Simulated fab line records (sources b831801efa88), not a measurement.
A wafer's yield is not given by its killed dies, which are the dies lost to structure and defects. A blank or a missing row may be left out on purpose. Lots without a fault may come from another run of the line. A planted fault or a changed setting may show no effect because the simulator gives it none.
Which tool did it? || flow sky130 || 14 lots, 42 wafers sampled, at 5 steps of a route of 708

## WHAT THE GAUGES SHOWED, per wafer
SKY_CAPM_OVL_MEAS_12. Usual: CAPM_OVL -0.4 nm, standard deviation 1.2.
{"lot": "L849", "measured": "day 37 23:08", "on": "overlay-01", "CAPM_OVL (nm)": "-0.3 -1.1 -0.3", "flag": ""}
{"lot": "L850", "measured": "day 38 04:26", "on": "overlay-01", "CAPM_OVL (nm)": "-1.1 -0.2 -0.9", "flag": ""}
{"lot": "L851", "measured": "day 38 07:45", "on": "overlay-01", "CAPM_OVL (nm)": "0.0 -0.4 0.6", "flag": ""}
{"lot": "L853", "measured": "day 38 18:50", "on": "overlay-02", "CAPM_OVL (nm)": "-2.6 -0.9 -1.0", "flag": ""}
{"lot": "L852", "measured": "day 39 07:21", "on": "overlay-02", "CAPM_OVL (nm)": "1.2 0.3 -0.7", "flag": ""}
{"lot": "L855", "measured": "day 39 21:31", "on": "overlay-01", "CAPM_OVL (nm)": "0.1 -0.3 0.3", "flag": ""}
{"lot": "L856", "measured": "day 40 12:13", "on": "overlay-02", "CAPM_OVL (nm)": "-1.1 -3.8 -0.8", "flag": ""}
{"lot": "L857", "measured": "day 40 16:57", "on": "overlay-02", "CAPM_OVL (nm)": "3.1 -0.8 -0.1", "flag": ""}
{"lot": "L858", "measured": "day 41 05:15", "on": "overlay-02", "CAPM_OVL (nm)": "0.1 -0.2 -2.1", "flag": ""}
{"lot": "L865", "measured": "day 42 14:24", "on": "overlay-02", "CAPM_OVL (nm)": "1.3 1.8 2.8", "flag": ""}
{"lot": "L867", "measured": "day 42 20:47", "on": "overlay-02", "CAPM_OVL (nm)": "-1.4 -1.6 -3.2", "flag": ""}
{"lot": "L868", "measured": "day 43 01:06", "on": "overlay-01", "CAPM_OVL (nm)": "-0.1 -0.3 -0.8", "flag": ""}
{"lot": "L869", "measured": "day 43 08:32", "on": "overlay-01", "CAPM_OVL (nm)": "-1.0 0.2 -1.6", "flag": ""}
{"lot": "L871", "measured": "day 44 09:47", "on": "overlay-01", "CAPM_OVL (nm)": "0.4 0.2 0.1", "flag": ""}

SKY_METAL3_CD_MEAS_13: the cd target is 300 nm. Usual: 299.7 nm for cd nm, sd 1.6.
{"lot": "L849", "measured": "day 39 00:51", "on": "cd sem-01", "cd nm (nm)": "300.2 299.4 300.2", "flag": ""}
{"lot": "L850", "measured": "day 39 06:16", "on": "cd sem-01", "cd nm (nm)": "302.0 300.2 301.8", "flag": ""}
{"lot": "L851", "measured": "day 39 08:59", "on": "cd sem-02", "cd nm (nm)": "298.1 298.4 298.3", "flag": ""}
{"lot": "L853", "measured": "day 39 19:55", "on": "cd sem-02", "cd nm (nm)": "304.3 305.2 303.7", "flag": ""}
{"lot": "L852", "measured": "day 40 08:27", "on": "cd sem-02", "cd nm (nm)": "298.1 298.8 299.3", "flag": ""}
{"lot": "L855", "measured": "day 40 22:29", "on": "cd sem-02", "cd nm (nm)": "297.4 298.1 298.5", "flag": ""}
{"lot": "L856", "measured": "day 41 12:13", "on": "cd sem-02", "cd nm (nm)": "299.1 298.1 300.1", "flag": ""}
{"lot": "L857", "measured": "day 41 17:26", "on": "cd sem-02", "cd nm (nm)": "297.3 298.1 297.3", "flag": ""}
{"lot": "L858", "measured": "day 42 05:44", "on": "cd sem-02", "cd nm (nm)": "302.0 301.3 300.4", "flag": ""}
{"lot": "L865", "measured": "day 43 14:29", "on": "cd sem-01", "cd nm (nm)": "300.9 301.4 301.2", "flag": ""}
{"lot": "L867", "measured": "day 43 21:01", "on": "cd sem-01", "cd nm (nm)": "298.0 300.9 261.8", "flag": "OFF"}
{"lot": "L868", "measured": "day 44 00:45", "on": "cd sem-02", "cd nm (nm)": "300.0 261.4 261.9", "flag": "OFF"}
{"lot": "L869", "measured": "day 44 07:28", "on": "cd sem-02", "cd nm (nm)": "299.2 300.0 300.4", "flag": ""}
{"lot": "L871", "measured": "day 45 07:53", "on": "cd sem-02", "cd nm (nm)": "299.9 298.5 299.8", "flag": ""}

## WHICH TOOL RAN EACH LOT (tool, then ch and the chambers of the sampled wafers, then the start)
{"lot": "L849", "SKY_VIA2_SPUTTER_20": "pvd sputter-03, day 36 21:07", "SKY_METAL3_SPUTTER_01": "pvd sputter-02, day 36 21:49", "SKY_METAL3_EXPOSE_10": "krf scanner-02 ch 0, day 38 11:58"}
{"lot": "L850", "SKY_VIA2_SPUTTER_20": "pvd sputter-02, day 37 01:55", "SKY_METAL3_SPUTTER_01": "pvd sputter-04, day 37 02:37", "SKY_METAL3_EXPOSE_10": "krf scanner-01 ch 0, day 38 17:22"}
{"lot": "L851", "SKY_VIA2_SPUTTER_20": "pvd sputter-02, day 37 05:19", "SKY_METAL3_SPUTTER_01": "pvd sputter-01, day 37 06:01", "SKY_METAL3_EXPOSE_10": "krf scanner-01 ch 0, day 38 20:18"}
{"lot": "L853", "SKY_VIA2_SPUTTER_20": "pvd sputter-03, day 37 17:05", "SKY_METAL3_SPUTTER_01": "pvd sputter-02, day 37 17:47", "SKY_METAL3_EXPOSE_10": "krf scanner-02 ch 0, day 39 08:38"}
{"lot": "L852", "SKY_VIA2_SPUTTER_20": "pvd sputter-02, day 38 06:09", "SKY_METAL3_SPUTTER_01": "pvd sputter-01, day 38 06:50", "SKY_METAL3_EXPOSE_10": "krf scanner-02 ch 0, day 39 19:23"}
{"lot": "L855", "SKY_VIA2_SPUTTER_20": "pvd sputter-02, day 38 21:31", "SKY_METAL3_SPUTTER_01": "pvd sputter-01, day 38 22:13", "SKY_METAL3_EXPOSE_10": "krf scanner-01 ch 0, day 40 11:16"}
{"lot": "L856", "SKY_VIA2_SPUTTER_20": "pvd sputter-03, day 39 10:52", "SKY_METAL3_SPUTTER_01": "pvd sputter-02, day 39 11:34", "SKY_METAL3_EXPOSE_10": "krf scanner-01 ch 0, day 41 00:46"}
{"lot": "L857", "SKY_VIA2_SPUTTER_20": "pvd sputter-01, day 39 16:05", "SKY_METAL3_SPUTTER_01": "pvd sputter-02, day 39 16:47", "SKY_METAL3_EXPOSE_10": "krf scanner-02 ch 0, day 41 07:13"}
{"lot": "L858", "SKY_VIA2_SPUTTER_20": "pvd sputter-01, day 40 04:37", "SKY_METAL3_SPUTTER_01": "pvd sputter-01, day 40 05:19", "SKY_METAL3_EXPOSE_10": "krf scanner-01 ch 0, day 41 17:00"}
{"lot": "L865", "SKY_VIA2_SPUTTER_20": "pvd sputter-02, day 41 14:04", "SKY_METAL3_SPUTTER_01": "pvd sputter-01, day 41 14:47", "SKY_METAL3_EXPOSE_10": "krf scanner-02 ch 0, day 43 03:05"}
{"lot": "L867", "SKY_VIA2_SPUTTER_20": "pvd sputter-02, day 41 21:22", "SKY_METAL3_SPUTTER_01": "pvd sputter-01, day 41 22:04", "SKY_METAL3_EXPOSE_10": "krf scanner-02 ch 0, day 43 10:26"}
{"lot": "L868", "SKY_VIA2_SPUTTER_20": "pvd sputter-02, day 42 00:49", "SKY_METAL3_SPUTTER_01": "pvd sputter-01, day 42 01:31", "SKY_METAL3_EXPOSE_10": "krf scanner-02 ch 0, day 43 13:56"}
{"lot": "L869", "SKY_VIA2_SPUTTER_20": "pvd sputter-01, day 42 08:20", "SKY_METAL3_SPUTTER_01": "pvd sputter-04, day 42 09:10", "SKY_METAL3_EXPOSE_10": "krf scanner-01 ch 0, day 43 19:31"}
{"lot": "L871", "SKY_VIA2_SPUTTER_20": "pvd sputter-03, day 43 10:25", "SKY_METAL3_SPUTTER_01": "pvd sputter-02, day 43 11:07", "SKY_METAL3_EXPOSE_10": "krf scanner-01 ch 0, day 44 20:19"}
- SKY_VIA2_SPUTTER_20: material TiN, target thk 20 nm, time 80 s.
- SKY_METAL3_SPUTTER_01: material TiN, target thk 20 nm, time 16.7 s.
- SKY_METAL3_EXPOSE_10: exposes mask MM3, target cd 300 nm.

## WHAT THE TOOLS THEMSELVES READ (means of the sampled wafers that have a number; where no wafer has one, the mark that the record gives instead)
SKY_VIA2_SPUTTER_20. Usual: 30.1 % for throttle valve pct, sd 1.
{"lot": "L849", "tool": "pvd sputter-03", "throttle valve pct (%)": 29.5, "flag": ""}
{"lot": "L850", "tool": "pvd sputter-02", "throttle valve pct (%)": 29.8, "flag": ""}
{"lot": "L851", "tool": "pvd sputter-02", "throttle valve pct (%)": 29.9, "flag": ""}
{"lot": "L853", "tool": "pvd sputter-03", "throttle valve pct (%)": 30.0, "flag": ""}
{"lot": "L852", "tool": "pvd sputter-02", "throttle valve pct (%)": 30.2, "flag": ""}
{"lot": "L855", "tool": "pvd sputter-02", "throttle valve pct (%)": 30.1, "flag": ""}
{"lot": "L856", "tool": "pvd sputter-03", "throttle valve pct (%)": 30.2, "flag": ""}
{"lot": "L857", "tool": "pvd sputter-01", "throttle valve pct (%)": 28.9, "flag": ""}
{"lot": "L858", "tool": "pvd sputter-01", "throttle valve pct (%)": 30.5, "flag": ""}
{"lot": "L865", "tool": "pvd sputter-02", "throttle valve pct (%)": 30.1, "flag": ""}
{"lot": "L867", "tool": "pvd sputter-02", "throttle valve pct (%)": 30.8, "flag": ""}
{"lot": "L868", "tool": "pvd sputter-02", "throttle valve pct (%)": 30.1, "flag": ""}
{"lot": "L869", "tool": "pvd sputter-01", "throttle valve pct (%)": 30.3, "flag": ""}
{"lot": "L871", "tool": "pvd sputter-03", "throttle valve pct (%)": 29.6, "flag": ""}

SKY_METAL3_SPUTTER_01. Usual: 30.0 % for throttle valve pct, sd 1.1.
{"lot": "L849", "tool": "pvd sputter-02", "throttle valve pct (%)": 30.3, "flag": ""}
{"lot": "L850", "tool": "pvd sputter-04", "throttle valve pct (%)": 28.5, "flag": ""}
{"lot": "L851", "tool": "pvd sputter-01", "throttle valve pct (%)": 29.0, "flag": ""}
{"lot": "L853", "tool": "pvd sputter-02", "throttle valve pct (%)": 30.2, "flag": ""}
{"lot": "L852", "tool": "pvd sputter-01", "throttle valve pct (%)": 30.5, "flag": ""}
{"lot": "L855", "tool": "pvd sputter-01", "throttle valve pct (%)": 30.5, "flag": ""}
{"lot": "L856", "tool": "pvd sputter-02", "throttle valve pct (%)": 30.6, "flag": ""}
{"lot": "L857", "tool": "pvd sputter-02", "throttle valve pct (%)": 30.2, "flag": ""}
{"lot": "L858", "tool": "pvd sputter-01", "throttle valve pct (%)": 29.5, "flag": ""}
{"lot": "L865", "tool": "pvd sputter-01", "throttle valve pct (%)": 29.8, "flag": ""}
{"lot": "L867", "tool": "pvd sputter-01", "throttle valve pct (%)": 30.3, "flag": ""}
{"lot": "L868", "tool": "pvd sputter-01", "throttle valve pct (%)": 29.7, "flag": ""}
{"lot": "L869", "tool": "pvd sputter-04", "throttle valve pct (%)": 30.9, "flag": ""}
{"lot": "L871", "tool": "pvd sputter-02", "throttle valve pct (%)": 30.4, "flag": ""}

## THE ANSWER, worked out from the rows above alone
Rule: lot off if the mean of its wafers having a number is beyond 3 standard deviations from the usual mean. Also off: a lot with no number at a reading for which 4 or more lots have one. The other lots that the step has rows for count as sound. Order of review: gauges by route order, followed by the tools' own readings, for which a lot's mean as printed above is used. At the first step where some lot is off, the reading lying furthest off is the one used; lots without a number count as furthest.
Off: L867, L868, at SKY_METAL3_CD_MEAS_13 (cd nm).
A tool fits if, at a process step before that reading, it ran every lot that is off, and no sound lot after the first of them. The gauges at SKY_METAL3_CD_MEAS_13 are tried like those tools. Can't be told from this: 3 tools fit, pvd sputter-02 at SKY_VIA2_SPUTTER_20, pvd sputter-01 at SKY_METAL3_SPUTTER_01, krf scanner-02 at SKY_METAL3_EXPOSE_10.

## WHAT THE SIMULATOR HAD INSERTED
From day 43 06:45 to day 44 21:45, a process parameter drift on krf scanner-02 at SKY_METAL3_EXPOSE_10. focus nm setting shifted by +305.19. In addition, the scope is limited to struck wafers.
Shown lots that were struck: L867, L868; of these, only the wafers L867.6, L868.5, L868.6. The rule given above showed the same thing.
